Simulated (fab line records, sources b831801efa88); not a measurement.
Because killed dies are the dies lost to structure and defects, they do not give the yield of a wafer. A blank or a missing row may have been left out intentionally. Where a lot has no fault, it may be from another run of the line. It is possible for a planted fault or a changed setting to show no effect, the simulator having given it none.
A lot that was struck, set against a sound lot    flow sky130    23 steps out of a route of 708
Sound: wafers L815.1, L815.2, L815.6. Struck: wafers L835.1, L835.3, L835.4. At the end, the cause is stated.
Per side, at each step with rows, come the tool, then ch with its chambers, and then its first start. Under that, the readings that differ: sound wafers    struck wafers    difference of the means    sigmas: that difference in standard deviations of wafers without a fault.
alike: readings with means less than 2 such deviations apart, plus words and numbers identical on both sides. not compared: withheld readings, readings lacking a value on some wafer, bounds such as >300 that could conceal the same value, and numbers that have no deviation in the record and whose values overlap.
Wherever a step has rows on one side only, a row that says differs or no value, or a row with sigmas, the two part there. Non-overlapping numbers with no deviation appear without sigmas and do not part them. Lack of a reading on every wafer of one side parts them only where that side has two or more wafers.

first, 6 steps without rows for these wafers: SKY_VT_ADJUST_LVTN_HMDS_12 (prime time 60 s); SKY_VT_ADJUST_LVTN_COAT_13 (resist thk 1140 nm); SKY_VT_ADJUST_LVTN_SOFTBAKE_14 (time 60 s); SKY_VT_ADJUST_LVTN_EXPOSE_15 (exposes mask HVN STD DERIVED, target cd 600 nm); SKY_VT_ADJUST_LVTN_PEB_16; SKY_VT_ADJUST_LVTN_DEVELOP_17 (develop time 60 s).
SKY_VT_ADJUST_LVTN_OVL_MEAS_18:
  sound: overlay-02 at day 7 15:59; struck: overlay-01 at day 13 07:57
  alike: VT_ADJUST_LVTN_01_OVL
next, for these wafers, 1 step has no rows: SKY_VT_ADJUST_LVTN_IMPLANT_19.
SKY_VT_ADJUST_LVTN_STRIP_20: strips in O2/N2.
  sound on plasma asher-03 ch 0,1, day 7 16:10; struck on plasma asher-01 ch 0,1, day 13 08:08
reading                       sound              struck             difference  sigmas
strip time to endpoint s (s)  14.17 14.19 14.20  14.29 14.25 14.28  +0.09       +2
  alike: chamber pressure mTorr, drypump motor current A, oes product au
  not compared: rf hours counter h
SKY_VT_ADJUST_LVTN_TW_MEAS_21:
  sound: film metro-02 at day 7 16:16; struck: film metro-03 at day 13 08:14
  alike: VT_ADJUST_LVTN_2_TW
then, 2 steps without rows for these wafers: SKY_VT_ADJUST_NCORE_DEHYDRATE_00 (time 60 s); SKY_VT_ADJUST_NCORE_HMDS_01 (prime time 60 s).
SKY_VT_ADJUST_NCORE_COAT_02: resist thk 1140 nm.
  sound on litho track-04 ch 0, day 8 02:10; struck on litho track-02 ch 0, day 13 20:33
reading                                               sound                 struck                difference  sigmas
spin speed rpm (rpm)                                  3001.6 3000.9 3001.9  2643.4 2641.3 2639.5  -360.1      -99 or more
model.NOVOLAK_of_VT_ADJUST_NCORE_COAT_02.thk nm (nm)  1143 1143 1140        1214 1215 1215        +73         
  alike: chill plate temp C, dispense pressure kPa, resist line temp C
then, 3 steps without rows for these wafers: SKY_VT_ADJUST_NCORE_SOFTBAKE_03 (time 60 s); SKY_VT_ADJUST_NCORE_EXPOSE_04 (exposes mask LVTN COMPLEMENT THIN, target cd 380 nm); SKY_VT_ADJUST_NCORE_PEB_05.
SKY_VT_ADJUST_NCORE_DEVELOP_06: develop time 60 s.
  sound on litho track-04 ch 0, day 8 12:43; struck on litho track-01 ch 0, day 14 10:20
reading                                               sound           struck          difference  sigmas
model.NOVOLAK_of_VT_ADJUST_NCORE_COAT_02.thk nm (nm)  1142 1143 1140  1214 1215 1214  +73         
  alike: chill plate temp C, resist line temp C
SKY_VT_ADJUST_NCORE_CD_MEAS_07: target cd 380 nm.
  sound: cd sem-02 at day 8 12:52; struck: cd sem-01 at day 14 10:29
reading     sound              struck             difference  sigmas
cd nm (nm)  382.7 384.7 385.3  374.0 376.0 373.2  -9.8        -4
SKY_VT_ADJUST_NCORE_OVL_MEAS_08:
  sound: overlay-01 at day 8 12:59; struck: overlay-02 at day 14 10:36
  alike: VT_ADJUST_NCORE_OVL
next, for these wafers, 1 step has no rows: SKY_VT_ADJUST_NCORE_IMPLANT_09.
SKY_VT_ADJUST_NCORE_STRIP_10: strips in O2/N2.
  sound on plasma asher-03 ch 0,1, day 8 13:10; struck on plasma asher-04 ch 0,1, day 14 10:47
reading                       sound              struck             difference  sigmas
strip time to endpoint s (s)  14.20 14.20 14.16  15.02 15.02 15.01  +0.83       +20
  alike: chamber pressure mTorr, drypump motor current A, oes product au
  not compared: rf hours counter h
SKY_VT_ADJUST_NCORE_TW_MEAS_11:
  sound: film metro-03 at day 8 13:16; struck: film metro-02 at day 14 10:53
  alike: VT_ADJUST_NCORE_TW
-- the record jumps here: 36 days lie between the struck wafers' starts before and after (it left off in module VT_ADJUST_NCORE and takes up again in module PAD_OPEN, whose first step shown is number 708 of the route) --
SKY_PAD_OPEN_PROBE_99:
  sound: prober-02 at day 45 13:09; struck: prober-02 at day 50 13:01
  alike: killed_at_M0_to_M3, killed_at_M4_up, killed at contacts, killed at front end, killed at other, killed dies, killed open, killed short

WHERE THEY PART
At SKY_VT_ADJUST_LVTN_STRIP_20 first; at SKY_VT_ADJUST_NCORE_STRIP_10 last (within this record only). Later steps at which nothing parts them and some readings are alike: SKY_VT_ADJUST_NCORE_TW_MEAS_11, SKY_PAD_OPEN_PROBE_99.

WHY: what the simulator had put in
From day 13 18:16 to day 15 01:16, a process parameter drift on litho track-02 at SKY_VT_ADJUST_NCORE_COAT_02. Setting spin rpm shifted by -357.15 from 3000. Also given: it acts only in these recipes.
